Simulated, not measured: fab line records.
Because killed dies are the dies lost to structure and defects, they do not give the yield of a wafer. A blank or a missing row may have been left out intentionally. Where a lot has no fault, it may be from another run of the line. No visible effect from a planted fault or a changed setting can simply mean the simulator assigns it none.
Struck lot and sound lot, side by side ; flow sky130 ; 15 steps out of a route of 708
Sound: wafers L697.2, L697.5, L697.6. Wafers struck: L704.3, L704.4, L704.6. The cause is given at the end.
Order at every step that has rows: each side's tool, ch and its chambers, its first start. Under that, the readings that differ: sound wafers ; struck wafers ; difference of the means ; sigmas: that difference in standard deviations of wafers without a fault.
alike: readings whose means differ by less than 2 such deviations, and words and numbers that are the same on both sides. not compared: withheld readings, readings that some wafer has no value for, bounds like >300 that may hide the same value, and numbers for which the record gives no deviation and whose values overlap.
The two part at a step that has a row with sigmas, a row that says differs or no value, or rows on one side only. When numbers do not overlap yet have no deviation, they are printed without sigmas and do not part them. Lack of a reading on every wafer of one side parts them only where that side has two or more wafers.

SKY_LDD_HVP_STRIP_09: strips in O2/N2.
  sound on plasma_asher-04 ch 0,1, day 22 13:39; struck on plasma_asher-03 ch 0,1, day 25 02:47
  alike: drypump_motor_current_A, oes_product_au, strip_time_to_endpoint_s
  not compared: rf_hours_counter_h
SKY_LDD_HVP_TW_MEAS_10:
  sound on film_metro-03 at day 22 13:46; struck on film_metro-01 at day 25 02:52
  alike: LDD_HVP_TW
then, 7 steps without rows for these wafers: SKY_LDD_LDN_DEHYDRATE_00 (time 60 s); SKY_LDD_LDN_HMDS_01 (prime time 60 s); SKY_LDD_LDN_COAT_02 (resist thk 1140 nm); SKY_LDD_LDN_SOFTBAKE_03 (time 60 s); SKY_LDD_LDN_EXPOSE_04 (exposes mask LDNTM, target cd 700 nm); SKY_LDD_LDN_PEB_05; SKY_LDD_LDN_DEVELOP_06 (develop time 60 s).
SKY_LDD_LDN_OVL_MEAS_07:
  sound on overlay-02 at day 23 19:45; struck on overlay-01 at day 26 07:44
  alike: LDD_LDN_OVL
then, 2 steps without rows for these wafers: SKY_LDD_LDN_IMPLANT_08; SKY_LDD_LDN_IMPLANT_09.
SKY_LDD_LDN_IMPLANT_10:
  sound on implanter-01 ch 0, day 23 20:07; struck on implanter-04 ch 0, day 26 08:06
reading;sound;struck;difference;sigmas
dose_ions_cm2;1.2509e+13 1.2503e+13 1.2491e+13;8.555e+12 8.546e+12 8.552e+12;-3.950e+12;-99 or more
faraday_current_uA;70.0 69.9 72.9;47.5 46.9 48.8;-23.2;-15
  alike: rotation_deg
after that, 1 step had no rows for these wafers: SKY_LDD_LDN_IMPLANT_11.
-- here the record skips 22 days between the struck wafers' starts before and after, leaving off in module LDD_LDN and picking up in module PAD_OPEN (first step shown: number 708 of the route) --
SKY_PAD_OPEN_PROBE_99:
  sound on prober-01 at day 46 10:50; struck on prober-02 at day 48 05:22
reading;sound;struck;difference;sigmas
killed_at_other;1;0 0 0;-1;-2
model.etest.tip_sonos.rs_ohm_sq;2790;2827 2839 2818;+38;
  alike: killed_at_M0_to_M3, killed_at_M4_up, killed_at_contacts, killed_at_front_end, killed_dies, killed_on_rim, killed_open, killed_short

## WHERE THEY PART
Earliest at SKY_LDD_LDN_IMPLANT_10; latest, in this record, at SKY_PAD_OPEN_PROBE_99.

WHY: what had been put in by the simulator
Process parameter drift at SKY_LDD_LDN_IMPLANT_10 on implanter-04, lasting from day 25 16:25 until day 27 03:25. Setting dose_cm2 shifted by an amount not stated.
